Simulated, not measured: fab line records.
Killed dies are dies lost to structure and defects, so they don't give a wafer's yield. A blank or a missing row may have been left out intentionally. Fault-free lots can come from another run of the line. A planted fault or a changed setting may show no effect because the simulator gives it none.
Which tool did it?    flow gf180mcu    36 wafers from 12 lots sampled at 2 of the route's 602 steps

## WHAT EACH GAUGE READ, for each wafer
GF_M1_OVL_MEAS_15.
lot   measured      on          M1_OVL (nm)
L075  day 17 04:59  overlay-01  -1 -2 -1
L077  day 18 09:35  overlay-02  7 2 6
L079  day 19 03:32  overlay-01  -16 -1 -13
L081  day 19 11:49  overlay-02  0 -2 5
L083  day 20 11:09  overlay-02  1 -7 -2
L085  day 21 03:54  overlay-01  5 7 8
L087  day 22 03:16  overlay-01  3 3 -3
L089  day 23 00:48  overlay-02  10 3 13
L091  day 23 13:42  overlay-02  3 3 0
L093  day 24 01:46  overlay-01  6 1 4
L095  day 24 17:25  overlay-02  -7 -5 -8
L097  day 25 06:39  overlay-01  -3 1 0

## WHICH TOOL RAN EACH LOT (tool, then ch and the chambers of the sampled wafers, then the start)
lot   GF_POLY_GATE_STRIP_14
L075  plasmaAsher-04 ch 0,1, day 9 07:20
L077  plasmaAsher-03 ch 0,1, day 10 03:36
L079  plasmaAsher-01 ch 0,1, day 10 17:27
L081  plasmaAsher-03 ch 0,1, day 10 23:59
L083  plasmaAsher-04 ch 0,1, day 11 18:05
L085  plasmaAsher-01 ch 0,1, day 12 07:06
L087  plasmaAsher-03 ch 0,1, day 13 07:07
L089  plasmaAsher-04 ch 1, day 13 23:29
L091  plasmaAsher-03 ch 0,1, day 14 11:12
L093  plasmaAsher-04 ch 0,1, day 14 22:59
L095  plasmaAsher-03 ch 0,1, day 15 12:24
L097  plasmaAsher-03 ch 0,1, day 16 00:56
- GF_POLY_GATE_STRIP_14: strips in O2/N2.

## THE ANSWER, worked out from the rows above alone
Rule: what is usual is taken from the lots themselves. The widest of any qualifying gaps counts: lots, ordered by their means at a reading, are off when they make up no more than a third of the lots, leave a main group of 4 or more, and stand apart from it by 3 or more times the standard deviation of that group's means. Not used: any main group whose means are identical at the precision the tables above print for the reading. Also off: a lot with no number at a reading for which 4 or more lots have one. Any other lot the step has rows for is counted as sound.
No lot is off at any reading shown: from this, nothing can be told.

## WHAT HAD BEEN PUT IN BY THE SIMULATOR
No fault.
